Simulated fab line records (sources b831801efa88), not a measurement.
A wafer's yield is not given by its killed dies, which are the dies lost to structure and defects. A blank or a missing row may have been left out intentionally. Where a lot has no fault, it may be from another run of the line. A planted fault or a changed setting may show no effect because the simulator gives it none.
A struck lot beside a sound one / flow gf180mcu / 15 out of 602 route steps
Sound: the wafers L104.1, L104.3, L104.6. Wafers L993.1, L993.4, L993.6 were the ones struck. The cause is given at the end.
Order at every step that has rows: each side's tool, ch and its chambers, its first start. Under that, the readings that differ: sound wafers / struck wafers / difference of the means / sigmas: that difference in standard deviations of wafers without a fault.
alike: readings whose means differ by less than 2 such deviations, and words and numbers that are the same on both sides. not compared: withheld readings, readings that some wafer has no value for, bounds like >300 that may hide the same value, and numbers for which the record gives no deviation and whose values overlap.
The two part at a step that has a row with sigmas, a row that says differs or no value, or rows on one side only. When numbers do not overlap yet have no deviation, they are printed without sigmas and do not part them. A reading missing from all wafers of one side parts the sides only when that side holds two or more wafers.

GF_V4_ETCH_16: etches BARC in N2/H2.
  sound on rie-diel-02 ch 0,1,2, day 30 21:11; struck on rie-diel-02 ch 1,3, day 27 14:29
  alike: drypump-motor-current-A, h2-flow-sccm, oes-product-au, throttle-valve-pct
then, 1 step without rows for these wafers: GF_V4_ETCH_17 (etches SiO2 in C4F8/O2/Ar, stops on TiN, target depth 630 nm).
GF_V4_STRIP_18: strips in O2/N2.
  sound on plasma-asher-03 ch 0,1, day 30 21:19; struck on plasma-asher-04 ch 0,1, day 27 14:37
reading=heater-power-w (W); sound=356 414 424; struck=328 294 298; difference=-91; sigmas=-2
  alike: drypump-motor-current-A, o2-flow-sccm, oes-product-au
  not compared: rf-hours-counter-h
then, 2 steps without rows for these wafers: GF_V4_STRIP_19 (strips in post etch residue remover, time 1200 s); GF_V4_CLEAN_20 (cleans in DIW).
GF_V4_SPUTTER_21: material Ti, target thk 15 nm, time 80.02 s.
  sound: pvd-sputter-01 at day 30 21:53; struck: pvd-sputter-04 at day 27 15:10
  alike: throttle-valve-pct
GF_V4_SPUTTER_22: material TiN, target thk 10 nm, time 40 s.
  sound: pvd-sputter-01 at day 30 21:58; struck: pvd-sputter-04 at day 27 15:13
  alike: throttle-valve-pct
then, 1 step without rows for these wafers: GF_V4_CVD_23 (deposits W, target thk 350 nm, time 104.9 s).
GF_V4_RS_MEAS_24: a four-point-probe measurement.
  sound: film-metro-01 at day 30 22:13; struck: film-metro-01 at day 27 15:25
  alike: V4_W_RS
GF_V4_THK_MEAS_25: measures by xrf.
  sound: film-metro-01 at day 30 22:20; struck: film-metro-01 at day 27 15:32
  alike: V4_W_THK
then, 2 steps without rows for these wafers: GF_V4_CMP_26 (polishes, stops on SiO2, t overpolish 15 s, target thk 0 nm); GF_MIM_SPUTTER_00 (material Ti, target thk 37.5 nm, time 150 s).
GF_MIM_SPUTTER_01: material TiN, target thk 30 nm, time 25 s.
  sound: pvd-sputter-02 at day 30 22:48; struck: pvd-sputter-02 at day 27 15:59
reading=model.TiN_of_MIM_SPUTTER_01.thk-nm (nm); sound=29.72 29.73 29.77; struck=42.81 43.13 43.59; difference=+13.44; sigmas=
  alike: throttle-valve-pct
GF_MIM_SPUTTER_02: material AlCu, target thk 450 nm, time 23.9 s.
  sound: pvd-sputter-02 at day 30 22:50; struck: pvd-sputter-02 at day 27 16:01
  alike: throttle-valve-pct
GF_PASSIVATION_PROBE_99:
  sound wafers here have rows in the record (prober-02, day 34 13:41); struck ones have none

== WHERE THEY PART ==
Last at GF_PASSIVATION_PROBE_99 as far as this record goes, first at GF_V4_STRIP_18.

WHY: the cause the simulator had injected
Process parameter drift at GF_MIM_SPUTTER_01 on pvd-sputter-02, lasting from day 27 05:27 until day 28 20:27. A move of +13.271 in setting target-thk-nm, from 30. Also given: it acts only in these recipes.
